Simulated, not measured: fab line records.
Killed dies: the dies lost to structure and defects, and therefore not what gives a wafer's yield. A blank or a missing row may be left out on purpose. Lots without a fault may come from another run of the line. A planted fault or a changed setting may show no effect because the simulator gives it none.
Which tool was responsible?    flow sky130    Sampling: 24 lots, 72 wafers, 6 of 708 route steps

## WHAT THE GAUGES READ, wafer by wafer
SKY_LDD_HVP_OVL_MEAS_07. Usual: for LDD_HVP_OVL the level is 0.3 nm and the standard deviation is 1.3.
lot   measured      on          LDD_HVP_OVL (nm)  flag
L074  day 21 16:04  overlay-01  -0.5 -0.9 -0.6    
L075  day 21 22:43  overlay-02  0.8 -0.3 1.1      
L076  day 22 09:05  overlay-01  0.0 -0.5 0.6      
L077  day 23 04:56  overlay-02  0.5 0.6 0.0       
L078  day 23 15:07  overlay-01  -0.5 2.1 3.3      
L079  day 23 22:58  overlay-01  0.7 1.3 1.7       
L080  day 24 11:23  overlay-01  0.6 1.0 0.7       
L081  day 24 20:50  overlay-01  -1.2 -0.8 -0.9    
L082  day 25 07:10  overlay-01  0.3 0.9 1.0       
L083  day 25 12:28  overlay-01  2.2 3.1 1.2       
L084  day 25 14:58  overlay-02  0.5 0.3 0.3       
L085  day 26 05:35  overlay-02  0.0 -1.0 1.0      
L086  day 26 16:34  overlay-01  1.8 -0.2 2.1      
L087  day 26 20:18  overlay-01  -1.2 1.0 0.2      
L088  day 27 06:10  overlay-01  -0.8 0.8 -0.4     
L089  day 27 05:52  overlay-02  -2.1 -1.3 -2.1    
L090  day 27 14:11  overlay-01  1.0 -2.6 0.2      
L091  day 28 07:39  overlay-02  -1.0 -1.1 -1.6    
L092  day 28 15:33  overlay-02  1.7 0.4 1.8       
L093  day 28 15:49  overlay-01  -1.3 -1.3 -1.1    
L094  day 29 02:22  overlay-01  2.6 0.1 2.2       
L095  day 29 07:55  overlay-01  1.1 0.8 2.3       
L096  day 29 17:52  overlay-01  -0.7 2.1 1.6      
L097  day 29 23:40  overlay-01  0.9 1.0 0.9       

SKY_VIA1_CD_MEAS_12 targets a cd of 150 nm. Usual: cdNm reads 150.6 nm (standard deviation 2).
lot   measured      on        cdNm (nm)          flag
L074  day 34 05:56  cdSem-02  148.9 149.8 148.4  
L075  day 34 14:28  cdSem-02  152.4 150.1 151.9  
L076  day 34 23:50  cdSem-01  150.2 148.8 149.0  
L077  day 35 16:04  cdSem-02  145.8 145.4 146.3  
L078  day 36 00:32  cdSem-02  152.0 151.5 151.1  
L079  day 36 05:19  cdSem-01  151.4 151.9 152.5  
L080  day 36 20:13  cdSem-01  152.0 153.3 153.0  
L081  day 37 04:41  cdSem-02  149.8 151.8 152.1  
L082  day 37 11:06  cdSem-01  150.7 150.3 148.0  
L083  day 37 15:16  cdSem-01  149.8 148.7 149.3  
L084  day 37 16:25  cdSem-02  153.2 153.6 153.2  
L085  day 38 06:17  cdSem-01  149.0 149.5 150.1  
L086  day 38 14:23  cdSem-01  149.3 149.1 148.9  
L087  day 38 18:20  cdSem-01  153.4 153.2 151.7  
L088  day 39 02:28  cdSem-01  152.4 152.8 151.7  
L089  day 39 01:04  cdSem-01  152.5 152.3 152.1  
L090  day 39 08:45  cdSem-02  153.8 153.0 152.8  
L091  day 40 00:08  cdSem-02  150.4 151.0 150.3  
L092  day 40 05:37  cdSem-02  149.0 149.0 150.6  
L093  day 40 08:07  cdSem-02  148.7 149.4 149.5  
L094  day 40 15:37  cdSem-01  150.1 151.2 150.7  
L095  day 40 20:46  cdSem-01  147.5 148.8 146.9  
L096  day 41 04:43  cdSem-01  150.7 150.4 149.9  
L097  day 41 09:44  cdSem-02  151.6 153.0 152.9  

SKY_METAL2_RS_MEAS_05: uses a four-point probe to measure. Usual: for METAL2_ALCU_RS the level is 0.1266 ohm/sq and the standard deviation is 0.0015.
lot   measured      on            METAL2_ALCU_RS (ohm/sq)  flag
L074  day 34 07:32  filmMetro-02  0.1251 0.1243 0.1263     
L075  day 34 16:07  filmMetro-04  0.1289 0.1291 0.1292     
L076  day 35 01:27  filmMetro-04  0.1255 0.1267 0.1247     
L077  day 35 17:40  filmMetro-02  0.1287 0.1283 0.1283     
L078  day 36 02:12  filmMetro-02  0.1283 0.1282 0.1294     
L079  day 36 06:55  filmMetro-02  0.1295 0.1291 0.1291     
L080  day 36 21:50  filmMetro-03  0.1273 0.1260 0.1266     
L081  day 37 06:19  filmMetro-02  0.1270 0.1280 0.1276     
L082  day 37 12:44  filmMetro-04  0.1261 0.1262 0.1276     
L083  day 37 16:52  filmMetro-02  0.1261 0.1274 0.1263     
L084  day 37 18:01  filmMetro-03  0.1251 0.1251 0.1253     
L085  day 38 07:53  filmMetro-04  0.1275 0.1274 0.1267     
L086  day 38 15:59  filmMetro-04  0.1259 0.1251 0.1253     
L087  day 38 20:04  filmMetro-02  0.1265 0.1273 0.1276     
L088  day 39 04:07  filmMetro-04  0.1229 0.1246 0.1244     
L089  day 39 03:12  filmMetro-03  0.1258 0.1256 0.1264     
L090  day 39 10:24  filmMetro-02  0.1282 0.1289 0.1288     
L091  day 40 01:47  filmMetro-02  0.1264 0.1260 0.1261     
L092  day 40 07:16  filmMetro-04  0.1254 0.1255 0.1256     
L093  day 40 09:44  filmMetro-04  0.1258 0.1266 0.1267     
L094  day 40 17:14  filmMetro-03  0.1281 0.1276 0.1282     
L095  day 40 22:25  filmMetro-02  0.1258 0.1262 0.1250     
L096  day 41 06:20  filmMetro-02  0.1253 0.1257 0.1252     
L097  day 41 11:24  filmMetro-02  0.1258 0.1277 0.1254     

## WHAT TOOL EACH LOT RAN ON (gives the tool, then ch and the chambers of the sampled wafers, and finally the start)
lot   SKY_FIELD_ISO_ETCH_17           SKY_SONOS_ONO_ETCH_15              SKY_LI_CONTACT_SPUTTER_20
L074  rieSi-02 ch 1,2,3, day 2 05:58  rieDiel-01 ch 0,1, day 12 20:34    pvdSputter-01, day 29 11:06
L075  rieSi-01 ch 2,3, day 2 09:51    rieDiel-02 ch 0,1, day 12 23:55    pvdSputter-04, day 29 15:22
L076  rieSi-02 ch 0,3, day 2 14:07    rieDiel-02 ch 1,2,3, day 13 09:52  pvdSputter-04, day 30 03:38
L077  rieSi-01 ch 2,3, day 2 21:57    rieDiel-04 ch 0,1,3, day 14 00:01  pvdSputter-03, day 30 20:31
L078  rieSi-02 ch 0,1,3, day 3 02:43  rieDiel-01 ch 0,1,3, day 14 05:46  pvdSputter-04, day 31 06:32
L079  rieSi-01 ch 2,3, day 3 08:43    rieDiel-01 ch 1,2, day 14 10:01    pvdSputter-04, day 31 12:44
L080  rieSi-02 ch 0,3, day 3 12:39    rieDiel-02 ch 0,2, day 14 19:15    pvdSputter-03, day 32 01:19
L081  rieSi-01 ch 0,1,2, day 3 22:01  rieDiel-02 ch 0,1,3, day 15 09:00  pvdSputter-01, day 32 11:26
L082  rieSi-02 ch 1,2, day 4 00:54    rieDiel-01 ch 1,2,3, day 15 15:28  pvdSputter-04, day 32 18:50
L083  rieSi-01 ch 0,1, day 4 03:36    rieDiel-02 ch 1,2,3, day 15 18:26  pvdSputter-01, day 33 00:58
L084  rieSi-02 ch 0,2,3, day 4 08:23  rieDiel-04 ch 2,3, day 16 02:34    pvdSputter-03, day 33 01:47
L085  rieSi-02 ch 0,2, day 4 17:16    rieDiel-01 ch 1,2, day 16 18:52    pvdSputter-03, day 33 15:59
L086  rieSi-02 ch 0,1, day 4 21:21    rieDiel-01 ch 1,2,3, day 17 03:13  pvdSputter-01, day 34 00:39
L087  rieSi-02 ch 1,2, day 5 02:03    rieDiel-04 ch 0,3, day 17 09:10    pvdSputter-01, day 34 04:12
L088  rieSi-01 ch 0,2,3, day 5 05:46  rieDiel-04 ch 0,2,3, day 17 13:07  pvdSputter-04, day 34 13:33
L089  rieSi-01 ch 0,1,2, day 5 10:55  rieDiel-04 ch 0,1,2, day 17 17:07  pvdSputter-01, day 34 12:40
L090  rieSi-02 ch 1,2, day 5 15:56    rieDiel-04 ch 1,2, day 18 02:07    pvdSputter-03, day 34 19:10
L091  rieSi-02 ch 0,1,2, day 5 21:03  rieDiel-02 ch 0,3, day 18 18:25    pvdSputter-01, day 35 10:14
L092  rieSi-01 ch 0,1,3, day 6 03:30  rieDiel-02 ch 0,2,3, day 19 02:52  pvdSputter-03, day 35 18:30
L093  rieSi-01 ch 0,1, day 6 10:43    rieDiel-01 ch 0,2,3, day 19 07:11  pvdSputter-01, day 35 20:22
L094  rieSi-02 ch 1,2, day 6 15:19    rieDiel-04 ch 1,2,3, day 19 15:37  pvdSputter-04, day 36 04:11
L095  rieSi-02 ch 2,3, day 6 20:03    rieDiel-02 ch 0,1,3, day 20 00:01  pvdSputter-04, day 36 10:39
L096  rieSi-02 ch 0,2,3, day 7 00:47  rieDiel-02 ch 1,2,3, day 20 11:04  pvdSputter-01, day 36 19:42
L097  rieSi-01 ch 0,2,3, day 7 04:01  rieDiel-01 ch 2,3, day 20 15:46    pvdSputter-04, day 37 00:29
- SKY_FIELD_ISO_ETCH_17: etches Si in HBr/Cl2/O2, target depth 342 nm, time 97.7 s.
- SKY_SONOS_ONO_ETCH_15: etches the open film in CHF3/O2, target depth 19.52 nm, time 7.8 s.
- SKY_LI_CONTACT_SPUTTER_20: material TiN, target thk 20 nm, time 80 s.

## AS READ BY THE TOOLS THEMSELVES (means over the sampled wafers that have a number; for cases with no such wafer, the mark the record gives instead)
SKY_FIELD_ISO_ETCH_17. Usual: drypumpMotorCurrentA 6.0 A, standard deviation 0.54; oesProductAu 1.006 a.u., standard deviation 0.0083; throttleValvePct 25.651 %, standard deviation 0.0093.
lot   tool      drypumpMotorCurrentA (A)  oesProductAu (a.u.)  throttleValvePct (%)  flag
L074  rieSi-02  6.0                       1.011                25.648                
L075  rieSi-01  6.6                       1.002                25.655                
L076  rieSi-02  6.5                       1.003                25.663                
L077  rieSi-01  6.6                       0.997                25.657                
L078  rieSi-02  6.3                       1.010                25.652                
L079  rieSi-01  6.6                       0.995                25.657                
L080  rieSi-02  6.5                       1.004                25.649                
L081  rieSi-01  6.0                       0.993                25.655                
L082  rieSi-02  5.7                       1.013                25.657                
L083  rieSi-01  5.7                       1.001                25.657                
L084  rieSi-02  6.2                       1.009                25.655                
L085  rieSi-02  6.0                       1.016                25.644                
L086  rieSi-02  6.1                       1.003                25.657                
L087  rieSi-02  5.5                       1.009                25.650                
L088  rieSi-01  6.0                       1.000                25.653                
L089  rieSi-01  6.0                       1.000                25.652                
L090  rieSi-02  5.5                       1.012                25.639                
L091  rieSi-02  5.8                       1.004                25.649                
L092  rieSi-01  5.8                       1.004                25.654                
L093  rieSi-01  5.7                       1.008                25.656                
L094  rieSi-02  5.5                       1.004                25.642                
L095  rieSi-02  5.9                       1.022                25.646                
L096  rieSi-02  6.2                       1.004                25.640                
L097  rieSi-01  6.1                       1.007                25.651                

SKY_SONOS_ONO_ETCH_15. Usual: drypumpMotorCurrentA 5.7 A, standard deviation 0.48; oesProductAu 1.001 a.u., standard deviation 0.0086; throttleValvePct 8.825 %, standard deviation 0.0082.
lot   tool        drypumpMotorCurrentA (A)  oesProductAu (a.u.)  throttleValvePct (%)  flag
L074  rieDiel-01  5.9                       1.002                8.838                 
L075  rieDiel-02  5.6                       1.008                8.831                 
L076  rieDiel-02  5.6                       0.995                8.821                 
L077  rieDiel-04  5.0                       0.985                8.827                 
L078  rieDiel-01  6.2                       1.006                8.832                 
L079  rieDiel-01  5.8                       0.999                8.825                 
L080  rieDiel-02  5.8                       1.006                8.831                 
L081  rieDiel-02  5.7                       1.003                8.824                 
L082  rieDiel-01  6.1                       1.004                8.835                 
L083  rieDiel-02  5.6                       0.996                8.829                 
L084  rieDiel-04  5.3                       1.001                8.823                 
L085  rieDiel-01  5.8                       1.003                8.826                 
L086  rieDiel-01  6.1                       1.001                8.826                 
L087  rieDiel-04  5.1                       0.991                8.818                 
L088  rieDiel-04  5.4                       1.002                8.819                 
L089  rieDiel-04  5.3                       0.994                8.820                 
L090  rieDiel-04  5.2                       0.991                8.820                 
L091  rieDiel-02  5.9                       1.003                8.828                 
L092  rieDiel-02  5.7                       1.009                8.838                 
L093  rieDiel-01  6.4                       1.007                8.830                 
L094  rieDiel-04  5.2                       0.997                8.823                 
L095  rieDiel-02  5.7                       1.015                8.828                 
L096  rieDiel-02  5.6                       1.005                8.817                 
L097  rieDiel-01  6.3                       1.006                8.820                 

SKY_LI_CONTACT_SPUTTER_20. Usual: cathodeDcPowerW 4000.0 W, standard deviation 0.74; throttleValvePct 30.2 %, standard deviation 0.68.
lot   tool           cathodeDcPowerW (W)  throttleValvePct (%)  flag
L074  pvdSputter-01  4000.3               30.3                  
L075  pvdSputter-04  4000.1               30.0                  
L076  pvdSputter-04  4000.4               30.1                  
L077  pvdSputter-03  3999.9               29.2                  
L078  pvdSputter-04  4000.0               30.0                  
L079  pvdSputter-04  3999.7               30.7                  
L080  pvdSputter-03  4000.2               30.3                  
L081  pvdSputter-01  4000.1               30.4                  
L082  pvdSputter-04  4000.2               30.0                  
L083  pvdSputter-01  4000.6               30.6                  
L084  pvdSputter-03  4000.2               30.6                  
L085  pvdSputter-03  3999.7               29.9                  
L086  pvdSputter-01  4000.2               30.5                  
L087  pvdSputter-01  4000.9               30.8                  
L088  pvdSputter-04  4001.0               30.1                  
L089  pvdSputter-01  4000.6               30.3                  
L090  pvdSputter-03  4000.7               30.1                  
L091  pvdSputter-01  3999.2               30.5                  
L092  pvdSputter-03  4000.2               30.2                  
L093  pvdSputter-01  3999.4               30.6                  
L094  pvdSputter-04  3999.9               29.4                  
L095  pvdSputter-04  4000.4               30.4                  
L096  pvdSputter-01  4000.3               30.7                  
L097  pvdSputter-04  3999.9               30.1                  

## THE ANSWER, worked out from the rows above alone
Rule: lot off if the mean of its wafers having a number is beyond 3 standard deviations from the usual mean. A lot without any number at a reading at which 4 lots or more have one is off too. Any other lot the step has rows for is counted as sound. First the gauges in route order, then the tools' own readings, where a lot's mean is used as printed above. The first step at which some lot is off is used, and at that step the reading that is off furthest; a lot without a number counts as furthest.
No lot is off at any reading shown: from this, nothing can be told.

## WHAT THE SIMULATOR PUT IN
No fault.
